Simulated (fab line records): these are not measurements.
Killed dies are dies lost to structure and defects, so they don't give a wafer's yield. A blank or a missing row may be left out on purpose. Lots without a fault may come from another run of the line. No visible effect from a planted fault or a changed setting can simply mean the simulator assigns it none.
Comparing a struck lot with a sound one | flow sky130 | 15 out of 708 route steps
Sound: these wafers, L780.2, L780.3, L780.4. Wafers struck: L784.1, L784.3, L784.6. The cause is given at the end.
Per side, at each step with rows, come the tool, then ch with its chambers, and then its first start. Under that, the readings that differ: sound wafers | struck wafers | difference of the means | sigmas: that difference in standard deviations of wafers without a fault.
alike: readings whose means differ by less than 2 such deviations, and words and numbers that are the same on both sides. not compared: withheld readings, readings that some wafer has no value for, bounds like >300 that may hide the same value, and numbers for which the record gives no deviation and whose values overlap.
Wherever a step has rows on one side only, a row that says differs or no value, or a row with sigmas, the two part there. Non-overlapping numbers with no deviation appear without sigmas and do not part them. A reading that every wafer of one side lacks parts them only if that side has two wafers or more.

SKY_POLY_GATE_ETCH_15: etches BARC in N2/H2, stops on SiO2, time 118.5 s, target depth 110 nm.
  sound on rie_diel-02 ch 0,2,3, day 16 20:11; struck on rie_diel-01 ch 1,3, day 19 00:53
  alike: drypump_motor_current_A, n2_flow_sccm, oes_product_au, throttle_valve_pct
  not compared: rf_hours_counter_h
SKY_POLY_GATE_ETCH_16: etches Si3N4 in CH3F/O2, stops on poly-Si, time 147.5 s, target depth 75 nm.
  sound on rie_diel-02 ch 0,2,3, day 16 20:16; struck on rie_diel-01 ch 1,3, day 19 00:58
  alike: drypump_motor_current_A, oes_product_au, throttle_valve_pct
  not compared: rf_hours_counter_h
SKY_POLY_GATE_ETCH_17: etches poly-Si in HBr/Cl2, stops on SiO2, target depth 180 nm, time 70.5 s.
  sound on rie_si-02 ch 0,1,3, day 16 20:22; struck on rie_si-01 ch 0,2,3, day 19 01:04
  alike: HBr_flow_sccm, drypump_motor_current_A, oes_product_au, throttle_valve_pct
  not compared: rf_hours_counter_h
SKY_POLY_GATE_STRIP_18: strips in O2/N2.
  sound on plasma_asher-02 ch 0,1, day 16 20:26; struck on plasma_asher-01 ch 0,1, day 19 01:07
  reading                     | sound       | struck      | difference | sigmas
  drypump_motor_current_A (A) | 5.5 4.7 5.5 | 6.3 6.1 6.3 | +1.0       | +2
  alike: n2_flow_sccm, oes_product_au, strip_time_to_endpoint_s
  not compared: rf_hours_counter_h
then, 2 steps without rows for these wafers: SKY_POLY_GATE_CLEAN_19 (cleans in SC1/SC2, time 150 s); SKY_POLY_GATE_OXIDATION_20 (stabilise 600 s, purge 300 s, target thk 4 nm).
SKY_POLY_GATE_THK_MEAS_21:
  sound: film_metro-02 at day 17 02:35; struck: film_metro-04 at day 19 03:21
  alike: POLY_GATE_OXIDATION_THK
SKY_POLY_GATE_CD_MEAS_22:
  sound: cd_sem-01 at day 17 02:40; struck: cd_sem-02 at day 19 03:25
  alike: cd_nm
then, 4 steps without rows for these wafers: SKY_LDD_N_DEHYDRATE_00 (time 60 s); SKY_LDD_N_HMDS_01 (prime time 60 s); SKY_LDD_N_COAT_02 (resist thk 300 nm); SKY_LDD_N_SOFTBAKE_03 (time 60 s).
SKY_LDD_N_EXPOSE_04: exposes mask NTM, target cd 840 nm.
  sound on iline_stepper-02 ch 0, day 17 17:45; struck on iline_stepper-02 ch 0, day 19 18:29
  reading | sound             | struck                     | difference | sigmas
  mask    | NTM#0 NTM#0 NTM#0 | NTM_R1#0 NTM_R1#0 NTM_R1#0 | differs    |
  alike: stage_vel_mm_s
following that, these wafers have no rows for 1 step: SKY_LDD_N_PEB_05.
-- the record jumps here: 28 days lie between the struck wafers' starts before and after (it left off in module LDD_N and takes up again in module PAD_OPEN, whose first step shown is number 708 of the route) --
SKY_PAD_OPEN_PROBE_99:
  sound: prober-01 at day 46 07:30; struck: prober-01 at day 47 22:47
  alike: killed_at_M0_to_M3, killed_at_M4_up, killed_at_contacts, killed_at_front_end, killed_at_other, killed_dies, killed_open, killed_short

== WHERE THEY PART ==
First at SKY_POLY_GATE_STRIP_18; last, within this record, at SKY_LDD_N_EXPOSE_04. Later steps at which nothing parts them and some readings are alike: SKY_PAD_OPEN_PROBE_99.

WHY: what the simulator had put in
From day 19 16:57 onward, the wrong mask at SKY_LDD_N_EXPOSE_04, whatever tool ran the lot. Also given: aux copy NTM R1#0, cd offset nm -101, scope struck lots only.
